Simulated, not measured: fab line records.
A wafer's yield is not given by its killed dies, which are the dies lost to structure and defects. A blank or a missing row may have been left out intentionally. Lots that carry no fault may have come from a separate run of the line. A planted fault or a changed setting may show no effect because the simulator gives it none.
Comparing a struck lot with a sound one	flow sky130	17 out of 708 route steps
Sound: the wafers L489.2, L489.4, L489.5. Struck: wafer L504.2. (L504.6 of the same lot was not struck and is left out.) The cause comes at the end.
Order at every step that has rows: each side's tool, ch and its chambers, its first start. Under that, the readings that differ: sound wafers	struck wafers	difference of the means	sigmas: that difference in standard deviations of wafers without a fault.
alike: readings with means less than 2 such deviations apart, plus words and numbers identical on both sides. not compared: withheld readings, readings lacking a value on some wafer, bounds such as >300 that could conceal the same value, and numbers that have no deviation in the record and whose values overlap.
The two part at a step that has a row with sigmas, a row that says differs or no value, or rows on one side only. Non-overlapping numbers with no deviation appear without sigmas and do not part them. A reading missing from all wafers of one side parts the sides only when that side holds two or more wafers.

first, 2 steps without rows for these wafers: SKY_CONTACT_PEB_12; SKY_CONTACT_DEVELOP_13 (develop time 60 s).
SKY_CONTACT_CD_MEAS_14 targets a cd of 170 nm.
  sound on cd sem-02, day 32 07:46; struck on cd sem-01, day 37 15:54
  alike: cd nm
SKY_CONTACT_OVL_MEAS_15:
  sound on overlay-02, day 32 07:52; struck on overlay-01, day 37 16:01
  alike: CONTACT_OVL
SKY_CONTACT_ETCH_16: etches BARC in N2/H2, stops on SiO2, time 45.9 s, target depth 60 nm.
  sound on rie diel-03 ch 0,1,3, day 32 07:54; struck on rie diel-03 ch 3, day 37 16:02
reading	sound	struck	difference	sigmas
oes product au (a.u.)	0.856 0.863 0.855	0.848	-0.010	-2
  alike: bias w, drypump motor current A, h2 flow sccm, rf fwd power W, throttle valve pct
  not compared: rf hours counter h
then, 1 step without rows for these wafers: SKY_CONTACT_ETCH_17 (etches SiO2 in C4F8/O2/Ar, stops on Si3N4, target depth 340 nm).
SKY_CONTACT_ETCH_18: etches Si3N4 in CHF3/O2, stops on TiN, time 39 s, target depth 75 nm.
  sound: rie diel-03 ch 0,1,3; struck: rie diel-03 ch 3
  alike: bias w, drypump motor current A, oes product au, rf fwd power W, throttle valve pct
  not compared: rf hours counter h
SKY_CONTACT_STRIP_19: strips in O2/N2.
  sound on plasma asher-03 ch 0,1, day 32 08:02; struck on plasma asher-01 ch 1, day 37 16:10
reading	sound	struck	difference	sigmas
drypump motor current A (A)	5.7 5.8 5.7	5.0	-0.7	-2
  alike: oes product au, strip time to endpoint s
  not compared: rf hours counter h
then, 3 steps without rows for these wafers: SKY_CONTACT_STRIP_20 (strips in post etch residue remover, time 1200 s); SKY_CONTACT_CLEAN_21 (cleans in IPA, time 180 s); SKY_CONTACT_CLEAN_22 (cleans in O3/DIW).
SKY_CONTACT_SPUTTER_23: material TiN, target thk 20 nm, time 80 s.
  sound on pvd sputter-02, day 32 08:38; struck on pvd sputter-01, day 37 16:52
reading	sound	struck	difference	sigmas
throttle valve pct (%)	30.8 30.3 26.9	32.3	+3.0	+2
SKY_CONTACT_CVD_24: deposits W, target thk 340 nm, time 102.12 s.
  sound on cvd w-02 ch 0,1, day 32 08:41; struck on cvd w-01 ch 0, day 37 16:55
reading	sound	struck	difference	sigmas
model.W_of_CONTACT_CVD_24.thk nm (nm)	332.7 337.4 335.9	359.9	+24.6	
  alike: heater power w
SKY_CONTACT_RS_MEAS_25: measures by four-point-probe.
  sound on film metro-02, day 32 08:49; struck on film metro-01, day 37 17:03
reading	sound	struck	difference	sigmas
CONTACT_W_RS (ohm/sq)	0.345 0.340 0.342	0.319	-0.023	-6
SKY_CONTACT_THK_MEAS_26: measures by xrf.
  sound on film metro-02, day 32 08:56; struck on film metro-01, day 37 17:10
reading	sound	struck	difference	sigmas
CONTACT_W_THK (nm)	314 318 318	337	+20	+4
SKY_CONTACT_CMP_27: polishes, stops on SiO2, t overpolish 15 s, target thk 0 nm.
  sound on cmp-02 ch 0,1,3, day 32 08:59; struck on cmp-02 ch 0, day 37 17:16
  alike: edge zone pressure frac, motor current A, slurry filter dp kPa
SKY_PAD_OPEN_PROBE_99:
  rows exist in the record for the sound wafers here (prober-02, day 46 10:30), none for the struck ones

## WHERE THEY PART
Last at SKY_PAD_OPEN_PROBE_99 as far as this record goes, first at SKY_CONTACT_ETCH_16.

WHY: whatever the simulator had introduced
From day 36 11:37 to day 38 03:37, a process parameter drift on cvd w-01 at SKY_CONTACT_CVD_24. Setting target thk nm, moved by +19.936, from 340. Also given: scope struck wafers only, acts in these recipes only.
